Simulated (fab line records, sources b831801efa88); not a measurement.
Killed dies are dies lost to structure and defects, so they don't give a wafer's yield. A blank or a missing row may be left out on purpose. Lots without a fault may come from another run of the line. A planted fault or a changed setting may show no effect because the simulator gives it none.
One fault seen from 2 desks | flow sfq_line | each desk has only its own numbers; what lay behind them comes last

THE TOOL OWNER'S DESK: cmp-01
The tool's own readings at SFQ_TRILAYER_I7_CMP_CMP_184 (polishes SiO2): means of the sampled wafers that have a number, for each lot that ran on this tool. A lot is out of limits, marked OUT, if its mean lies more than 4 standard deviations from the usual mean; the brackets give that distance.
Columns: A = motor_current_A at SFQ_TRILAYER_I7_CMP_CMP_184, usual 9.9 A; B = time_to_endpoint_s at SFQ_TRILAYER_I7_CMP_CMP_184, usual 217 s
lot  | first seen here | A    | B
L877 | day 80 08:16    | 10.2 | 213
L878 | day 80 12:16    | 8.7  | 219
L879 | day 80 17:16    | 10.3 | 211
L880 | day 81 07:00    | 9.9  | 215
L882 | day 81 10:06    | 10.3 | 209
L885 | day 83 07:29    | 8.9  | 214
L886 | day 83 16:29    | 9.7  | 220
L898 | day 87 07:37    | 9.2  | 210
L899 | day 87 18:28    | 10.0 | 220
L900 | day 88 02:10    | 10.7 | 217
This desk's finding: nothing out of limits on any of the 10 lots.

THE METROLOGY DESK
What the gauges read, lot by lot, whatever tool the lot ran on: means of the sampled wafers that have a number. A lot is out of limits, marked OUT, if its mean lies more than 4 standard deviations from the usual mean; the brackets give that distance.
Columns: A = R5_MONX_THK at SFQ_R5_THK_MEAS_934, usual 40.3 nm; B = M8_OVL at SFQ_M8_OVL_MEAS_948, usual 5 nm; C = M8_AU_THK at SFQ_M8_THK_MEAS_950, usual 179.4 nm
lot  | first seen here | A    | B  | C
L877 | day 51 07:46    | 40.8 | 1  | 178.1
L878 | day 51 09:36    | 40.1 | 5  | 180.3
L879 | day 51 16:32    | 40.4 | 10 | 177.6
L880 | day 52 04:19    | 40.1 | -1 | 178.3
L881 | day 52 13:58    | 39.9 | -4 | 177.8
L882 | day 52 17:34    | 40.3 | 5  | 182.4
L885 | day 54 07:09    | 40.2 | -0 | 181.9
L886 | day 55 05:07    | 41.3 | 14 | 181.6
L895 | day 58 16:27    | 40.8 | 13 | 178.1
L897 | day 61 06:41    | 40.1 | 8  | 178.9
L898 | day 64 15:09    | 39.9 | -1 | 177.3
L899 | day 65 06:09    | 39.6 | 5  | 182.1
L900 | day 65 10:53    | 40.3 | 10 | 180.1
This desk's finding: nothing out of limits on any of the 13 lots.

PUT TOGETHER
The tool owner's desk saw nothing out of limits.
The metrology desk saw nothing out of limits.

WHAT THE SIMULATOR HAD PUT IN
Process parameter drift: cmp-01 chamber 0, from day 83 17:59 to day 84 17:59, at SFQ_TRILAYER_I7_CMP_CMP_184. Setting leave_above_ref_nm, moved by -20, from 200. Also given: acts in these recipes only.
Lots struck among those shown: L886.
